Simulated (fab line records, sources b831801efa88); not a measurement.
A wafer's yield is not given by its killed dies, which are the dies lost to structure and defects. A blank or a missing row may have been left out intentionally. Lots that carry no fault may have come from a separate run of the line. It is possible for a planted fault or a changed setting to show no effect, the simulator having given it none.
2 desks looking at one fault | flow gf180mcu | what lay behind the numbers comes last; until then each desk has only its own

THE TOOL OWNER'S DESK: cvd-w-02
The tool's own readings at GF_V5_CVD_23 (deposits W, target thk 350 nm, time 104.9 s): means of the sampled wafers that have a number, for each lot that ran on this tool. If a lot's mean is further than 4 standard deviations from the usual mean, the lot is out of limits and carries the mark OUT (the distance appears in the brackets).
Columns: A = chamber-pressure-Torr at GF_V5_CVD_23, usual 40.01 Torr; B = heater-power-outer-w at GF_V5_CVD_23, usual 528 W; C = heater-power-w at GF_V5_CVD_23, usual 889 W
lot  | first seen here | A               | B   | C
L207 | day 28 10:48    | 39.99           | 548 | 931
L211 | day 29 19:45    | 40.10           | 522 | 947
L213 | day 30 07:10    | 40.04           | 570 | 942
L217 | day 31 14:52    | 40.05           | 609 | 966
L218 | day 31 18:49    | 35.22 (-56) OUT | 547 | 941
L219 | day 31 22:13    | 35.30 (-55) OUT | 545 | 936
Finding of this desk: L218, L219 out of limits; the first was L218 at day 31 18:49, on chamber-pressure-Torr at GF_V5_CVD_23. L207, L211, L213, L217 stayed within limits.

METROLOGY DESK
What the gauges read, lot by lot, whatever tool the lot ran on: means of the sampled wafers that have a number. If a lot's mean is further than 4 standard deviations from the usual mean, the lot is out of limits and carries the mark OUT (the distance appears in the brackets).
Columns: A = V5_W_RS at GF_V5_RS_MEAS_24, usual 0.3287 ohm/sq; B = V5_W_THK at GF_V5_THK_MEAS_25, usual 343 nm
lot  | first seen here | A                 | B
L207 | day 28 10:55    | 0.3248            | 348
L206 | day 28 13:51    | 0.3307            | 342
L208 | day 28 14:44    | 0.3262            | 346
L211 | day 29 19:53    | 0.3318            | 339
L213 | day 30 07:19    | 0.3291            | 345
L215 | day 30 23:23    | 0.3274            | 346
L217 | day 31 14:59    | 0.3284            | 344
L218 | day 31 18:56    | 0.3494 (+6.9) OUT | 323 (-4.7) OUT
L219 | day 31 22:20    | 0.3533 (+8.2) OUT | 317 (-6.1) OUT
L220 | day 32 04:04    | 0.3269            | 344
L226 | day 33 18:28    | 0.3275            | 343
This desk's finding: out of limits on L218, L219; first on L218, day 31 18:56 (V5_W_RS at GF_V5_RS_MEAS_24). L207, L206, L208, L211, L213, L215, L217, L220, L226 stayed within limits.

PUT TOGETHER
An alarm could have come from the tool owner's desk at day 31 18:49, on L218, L219.
At day 31 18:56 the metrology desk could have sounded an alarm, on L218, L219.
Of the lots named, all ran GF_V5_CVD_23 on cvd-w-02.

WHAT WAS PUT IN BY THE SIMULATOR
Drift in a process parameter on cvd-w-02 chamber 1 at GF_V5_CVD_23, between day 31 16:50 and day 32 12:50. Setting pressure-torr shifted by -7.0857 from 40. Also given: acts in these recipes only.
Struck lots among those shown: L218, L219.
Counting hours from when the fault started, the first reading out of limits came at 2 for the tool owner's desk and at 2 for the metrology desk.
